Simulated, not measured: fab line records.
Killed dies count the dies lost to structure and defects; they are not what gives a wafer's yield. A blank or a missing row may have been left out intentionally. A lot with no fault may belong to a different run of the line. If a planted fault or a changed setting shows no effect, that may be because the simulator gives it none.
The same fault as seen by 2 desks	flow sky130	each desk holds nothing but its own numbers, with what lay behind them at the end

THE METROLOGY DESK
What the gauges read for every lot (on any tool): the sampled wafers with a number, averaged. If a lot's mean is further than 4 standard deviations from the usual mean, the lot is out of limits and carries the mark OUT (the distance appears in the brackets).
Columns: A = CAP2M_CVD_00_THK at SKY_CAP2M_THK_MEAS_01, usual 15.43 nm; B = CAP2M_TIN_RS at SKY_CAP2M_RS_MEAS_03, usual 6.94 ohm/sq; C = CAP2M_TIN_THK at SKY_CAP2M_THK_MEAS_04, usual 196.0 nm; D = CAP2M_OVL at SKY_CAP2M_OVL_MEAS_12, usual 0.8 nm
lot	first seen here	A	B	C	D
L441	day 40 02:35	15.51	6.81	199.0	0.6
L449	day 43 03:22	15.39	6.94	194.9	1.9
L450	day 43 05:01	15.11	6.94	194.5	-1.3
L462	day 46 04:07	15.50	6.93	197.2	1.6
L461	day 46 04:32	15.58	6.96	195.4	0.3
L463	day 46 06:04	15.26	6.92	196.3	2.2
Result from this desk: across the 6 lots, nothing is out of limits.

TOOL OWNER'S DESK, litho-track-04
The tool's own readings at SKY_CAP2M_DEVELOP_11 (develop time 60 s): means of the sampled wafers that have a number, for each lot that ran on this tool. If a lot's mean is further than 4 standard deviations from the usual mean, the lot is out of limits and carries the mark OUT (the distance appears in the brackets).
Columns: A = developer-temp-C at SKY_CAP2M_DEVELOP_11, usual 23.00 C
lot	first seen here	A
L441	day 41 02:37	23.12
L449	day 44 01:46	22.89
L450	day 44 03:37	23.02
L462	day 47 00:10	25.40 (+20) OUT
L461	day 47 00:28	25.30 (+19) OUT
This desk finds L461, L462 out of limits, L462 being first, at day 47 00:10 (developer-temp-C at SKY_CAP2M_DEVELOP_11). In limits: L441, L449, L450.

PUT TOGETHER
On L461, L462, at day 47 00:10, an alarm was possible from the tool owner's desk.
Nothing out of limits was seen by the metrology desk.
The metrology desk has L461, L462 on record, within its limits.
On litho-track-04, each named lot ran SKY_CAP2M_DEVELOP_11.

WHAT THE SIMULATOR HAD PUT IN
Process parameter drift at SKY_CAP2M_DEVELOP_11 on litho-track-04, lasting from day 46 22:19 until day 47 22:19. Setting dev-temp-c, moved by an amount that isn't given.
Shown lots that were struck: L461, L462.
Time in hours from fault onset to the first out-of-limits reading at each desk: the tool owner's desk, 2.
